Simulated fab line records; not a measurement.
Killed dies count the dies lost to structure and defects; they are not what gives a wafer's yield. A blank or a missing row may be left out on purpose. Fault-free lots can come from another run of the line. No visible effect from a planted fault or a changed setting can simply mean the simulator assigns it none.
Which tool was responsible? / flow sky130 / 9 lots with 27 wafers sampled at 2 steps, on a route of 708 steps

WHAT THE GAUGES SHOWED, per wafer
SKY_METAL3_CD_MEAS_13: target cd 300 nm. Usual: cd_nm at 299.8 nm, with a standard deviation of 1.5.
lot=L527; measured=day 38 08:23; on=cd_sem-02; cd_nm (nm)=300.8 300.3 299.7; flag=
lot=L529; measured=day 40 01:28; on=cd_sem-02; cd_nm (nm)=297.9 299.6 299.2; flag=
lot=L532; measured=day 40 13:00; on=cd_sem-01; cd_nm (nm)=300.0 301.2 301.1; flag=
lot=L533; measured=day 41 04:35; on=cd_sem-02; cd_nm (nm)=299.6 301.1 299.8; flag=
lot=L539; measured=day 43 23:29; on=cd_sem-01; cd_nm (nm)=299.9 298.3 299.1; flag=
lot=L544; measured=day 44 05:05; on=cd_sem-01; cd_nm (nm)=301.6 302.4 302.5; flag=
lot=L547; measured=day 45 12:07; on=cd_sem-02; cd_nm (nm)=302.1 301.7 302.0; flag=
lot=L548; measured=day 45 15:13; on=cd_sem-01; cd_nm (nm)=301.6 302.2 302.4; flag=
lot=L549; measured=day 45 18:34; on=cd_sem-01; cd_nm (nm)=298.6 299.2 299.4; flag=

EACH LOT AND THE TOOL THAT RAN IT (in order: tool; ch and the chambers of the sampled wafers; start)
lot=L527; SKY_VIA2_CMP_24=cmp-01 ch 1,2,3, day 36 06:02
lot=L529; SKY_VIA2_CMP_24=cmp-01 ch 1,2,3, day 37 21:29
lot=L532; SKY_VIA2_CMP_24=cmp-01 ch 0,1,2, day 38 09:14
lot=L533; SKY_VIA2_CMP_24=cmp-01 ch 0,2,3, day 39 01:58
lot=L539; SKY_VIA2_CMP_24=cmp-01 ch 1,3, day 41 22:44
lot=L544; SKY_VIA2_CMP_24=cmp-02 ch 1,3, day 42 06:10
lot=L547; SKY_VIA2_CMP_24=cmp-02 ch 0,3, day 43 14:55
lot=L548; SKY_VIA2_CMP_24=cmp-02 ch 0,1,2, day 43 17:34
lot=L549; SKY_VIA2_CMP_24=cmp-01 ch 0,1,2, day 43 22:08
- SKY_VIA2_CMP_24: polishes, stops on SiO2, t overpolish 20 s, target thk 0 nm.

WHAT THE TOOLS THEMSELVES READ (means of the sampled wafers that have a number; where no wafer has one, the mark that the record gives instead)
SKY_VIA2_CMP_24. Usual: motor_current_A 11.0 A, standard deviation 0.98; overpolish_run_s 20.000 s, standard deviation 0.0081; time_to_endpoint_s 101 s, standard deviation 3.4.
lot=L527; tool=cmp-01; motor_current_A (A)=11.5; overpolish_run_s (s)=19.998; time_to_endpoint_s (s)=103; flag=
lot=L529; tool=cmp-01; motor_current_A (A)=11.2; overpolish_run_s (s)=19.995; time_to_endpoint_s (s)=101; flag=
lot=L532; tool=cmp-01; motor_current_A (A)=10.8; overpolish_run_s (s)=20.002; time_to_endpoint_s (s)=104; flag=
lot=L533; tool=cmp-01; motor_current_A (A)=10.9; overpolish_run_s (s)=20.001; time_to_endpoint_s (s)=98; flag=
lot=L539; tool=cmp-01; motor_current_A (A)=11.2; overpolish_run_s (s)=20.007; time_to_endpoint_s (s)=105; flag=
lot=L544; tool=cmp-02; motor_current_A (A)=10.5; overpolish_run_s (s)=20.007; time_to_endpoint_s (s)=100; flag=
lot=L547; tool=cmp-02; motor_current_A (A)=11.8; overpolish_run_s (s)=20.004; time_to_endpoint_s (s)=101; flag=
lot=L548; tool=cmp-02; motor_current_A (A)=11.0; overpolish_run_s (s)=20.000; time_to_endpoint_s (s)=103; flag=
lot=L549; tool=cmp-01; motor_current_A (A)=10.9; overpolish_run_s (s)=20.005; time_to_endpoint_s (s)=105; flag=

THE ANSWER, worked out from the rows above alone
Rule: a lot is off if the mean of its wafers that have a number lies more than 3 standard deviations from the usual mean. Also off: a lot with no number at a reading for which 4 or more lots have one. The other lots that the step has rows for count as sound. First the gauges in route order, then the tools' own readings, where a lot's mean is used as printed above. The first step at which some lot is off is used, and at that step the reading that is off furthest; a lot without a number counts as furthest.
Nothing can be told from this: no lot is off at any reading shown.

WHAT THE SIMULATOR HAD INSERTED
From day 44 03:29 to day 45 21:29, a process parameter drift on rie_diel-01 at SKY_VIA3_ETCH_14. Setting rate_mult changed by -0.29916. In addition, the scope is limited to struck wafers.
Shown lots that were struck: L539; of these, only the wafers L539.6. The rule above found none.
